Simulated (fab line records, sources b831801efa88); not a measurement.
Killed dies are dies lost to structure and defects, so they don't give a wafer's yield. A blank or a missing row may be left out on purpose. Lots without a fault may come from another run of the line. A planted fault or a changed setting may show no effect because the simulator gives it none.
A struck lot beside a sound one | flow sky130 | 18 steps out of a route of 708
Sound: wafers L253.1, L253.3, L253.6. Struck: wafers L247.2, L247.3, L247.5. The cause comes at the end.
At each step with rows: each side's tool, then ch and its chambers, then its first start. Under that, the readings that differ: sound wafers | struck wafers | difference of the means | sigmas: that difference in standard deviations of wafers without a fault.
alike: readings whose means differ by less than 2 such deviations, and words and numbers that are the same on both sides. not compared: withheld readings, readings that some wafer has no value for, bounds like >300 that may hide the same value, and numbers for which the record gives no deviation and whose values overlap.
The two part at a step that has a row with sigmas, a row that says differs or no value, or rows on one side only. Numbers that don't overlap but have no deviation are shown without sigmas and don't part them. A reading that every wafer of one side lacks parts them only if that side has two wafers or more.

first, 3 steps without rows for these wafers: SKY_SONOS_ONO_WET_ETCH_18 (etches Si3N4 in H3PO4, target depth 15 nm, time 172 s); SKY_GATE_OXIDE_CLEAN_00 (cleans in SC1/SC2, time 150 s); SKY_GATE_OXIDE_OXIDATION_01 (stabilise 600 s, purge 300 s, target thk 10.268 nm).
SKY_GATE_OXIDE_THK_MEAS_02:
  sound on film_metro-02, day 19 12:26; struck on film_metro-04, day 17 04:29
  alike: GATE_OXIDE_OXIDATION_00_THK
then, 7 steps without rows for these wafers: SKY_GATE_OXIDE_DEHYDRATE_03 (time 60 s); SKY_GATE_OXIDE_HMDS_04 (prime time 60 s); SKY_GATE_OXIDE_COAT_05 (resist thk 1140 nm); SKY_GATE_OXIDE_SOFTBAKE_06 (time 60 s); SKY_GATE_OXIDE_EXPOSE_07 (exposes mask LVOM, target cd 600 nm); SKY_GATE_OXIDE_PEB_08; SKY_GATE_OXIDE_DEVELOP_09 (develop time 60 s).
SKY_GATE_OXIDE_OVL_MEAS_10:
  sound on overlay-02, day 20 19:16; struck on overlay-02, day 18 09:32
  reading             | sound         | struck      | difference | sigmas
  GATE_OXIDE_OVL (nm) | -1.8 -2.4 0.3 | 0.3 1.1 3.3 | +2.9       | +2
SKY_GATE_OXIDE_IMPLANT_11:
  sound on implanter-01 ch 0, day 20 19:17; struck on implanter-01 ch 0, day 18 09:35
  reading            | sound                           | struck                          | difference  | sigmas
  dose_ions_cm2      | 2.598e+12 2.5996e+12 2.5944e+12 | 2.9842e+12 2.984e+12 2.9851e+12 | +3.8710e+11 | +99 or more
  faraday_current_uA | 14.24 14.41 14.42               | 17.36 16.58 16.47               | +2.45       | +8
then, 1 step without rows for these wafers: SKY_GATE_OXIDE_WET_ETCH_12 (etches SiO2 in dHF, target depth 16.8 nm, time 336 s).
SKY_GATE_OXIDE_STRIP_13: strips in O2/N2.
  sound on plasma_asher-02 ch 0,1, day 20 19:33; struck on plasma_asher-01 ch 0,1, day 18 09:55
  alike: drypump_motor_current_A, oes_product_au, strip_time_to_endpoint_s
  not compared: rf_hours_counter_h
SKY_GATE_OXIDE_TW_MEAS_14:
  sound on film_metro-02, day 20 19:39; struck on film_metro-03, day 18 10:01
  reading       | sound             | struck            | difference | sigmas
  GATE_OXIDE_TW | 225.0 225.5 224.5 | 234.1 234.5 234.3 | +9.3       | +5
then, 1 step without rows for these wafers: SKY_GATE_OXIDE_CLEAN_15 (cleans in SC1/SC2, time 150 s).
-- the record jumps here: 31 days lie between the struck wafers' starts before and after (it left off in module GATE_OXIDE and takes up again in module PAD_OPEN, whose first step shown is number 708 of the route) --
SKY_PAD_OPEN_PROBE_99:
  sound on prober-02, day 50 08:36; struck on prober-02, day 48 23:16
  reading                                   | sound             | struck            | difference | sigmas
  model.etest.tip_p.rs_ohm_sq               | 6863 6905 6895    | 6685 6680 6676    | -207       |
  model.etest.nfet_01v8_lvt.drive_ua_um     | 577.4 556.8 567.7 | 535.8 539.2 538.5 | -29.5      |
  model.etest.pfet_01v8_lvt.drive_ua_um     | 172 170.7 172.8   | 185 188.2 186.8   | +15        |
  model.etest.nfet_01v8_swapped.drive_ua_um | 503.1 488.1 489.2 | 475.1 472.1 467   | -22.1      |
  model.etest.pfet_01v8.drive_ua_um         | 194.3 192.8 190.7 | 198.9 201.2 202.5 | +8.3       |
  model.etest.pfet_01v8_mvt.drive_ua_um     | 152.5 149.8 150.3 | 158.1 161.4 160.2 | +9.0       |
  model.etest.pfet_01v8_hvt.drive_ua_um     | 144.4 143 143.2   | 147.1 153.1 149.1 | +6.2       |
  alike: killed_at_M0_to_M3, killed_at_M4_up, killed_at_contacts, killed_at_front_end, killed_at_other, killed_dies, killed_open, killed_short
  not compared: model.etest.pfet_01v8.r_on_ohm_um

WHERE THEY PART
First at SKY_GATE_OXIDE_OVL_MEAS_10; last, within this record, at SKY_GATE_OXIDE_TW_MEAS_14. Later steps at which nothing parts them and some readings are alike: SKY_PAD_OPEN_PROBE_99.

WHY: what the simulator had put in
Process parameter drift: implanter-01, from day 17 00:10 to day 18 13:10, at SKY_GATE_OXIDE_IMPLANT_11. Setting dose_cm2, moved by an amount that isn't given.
